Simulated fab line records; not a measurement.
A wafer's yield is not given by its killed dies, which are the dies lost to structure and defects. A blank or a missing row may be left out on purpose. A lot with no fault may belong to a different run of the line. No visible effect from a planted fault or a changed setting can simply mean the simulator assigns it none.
Which tool did it? ; flow sky130 ; route of 708 steps, sampled at 1 step: 6 lots, 18 wafers

== WHAT EACH GAUGE READ, for each wafer ==
SKY_FIELD_ISO_THK_MEAS_25.
lot;measured;on;FIELD_ISO_CVD_24_THK (nm)
L627;day 3 00:48;film_metro-01;589 591 586
L631;day 3 22:29;film_metro-03;599 591 595
L636;day 4 22:14;film_metro-01;604 591 593
L639;day 5 14:10;film_metro-04;594 584 593
L644;day 6 17:14;film_metro-01;597 590 590
L646;day 7 07:11;film_metro-04;596 598 596

== WHAT TOOL EACH LOT RAN ON (gives the tool, then ch and the chambers of the sampled wafers, and finally the start) ==
No process step before these readings appears in the record.

== THE ANSWER, worked out from the rows above alone ==
Rule: usual is defined by the lots themselves. The widest of any qualifying gaps counts: lots, ordered by their means at a reading, are off when they make up no more than a third of the lots, leave a main group of 4 or more, and stand apart from it by 3 or more times the standard deviation of that group's means. Not used: any main group whose means are identical at the precision the tables above print for the reading. A lot without any number at a reading at which 4 lots or more have one is off too. The other lots that the step has rows for count as sound.
No lot is off at any reading shown: from this, nothing can be told.

== WHAT THE SIMULATOR HAD PUT IN ==
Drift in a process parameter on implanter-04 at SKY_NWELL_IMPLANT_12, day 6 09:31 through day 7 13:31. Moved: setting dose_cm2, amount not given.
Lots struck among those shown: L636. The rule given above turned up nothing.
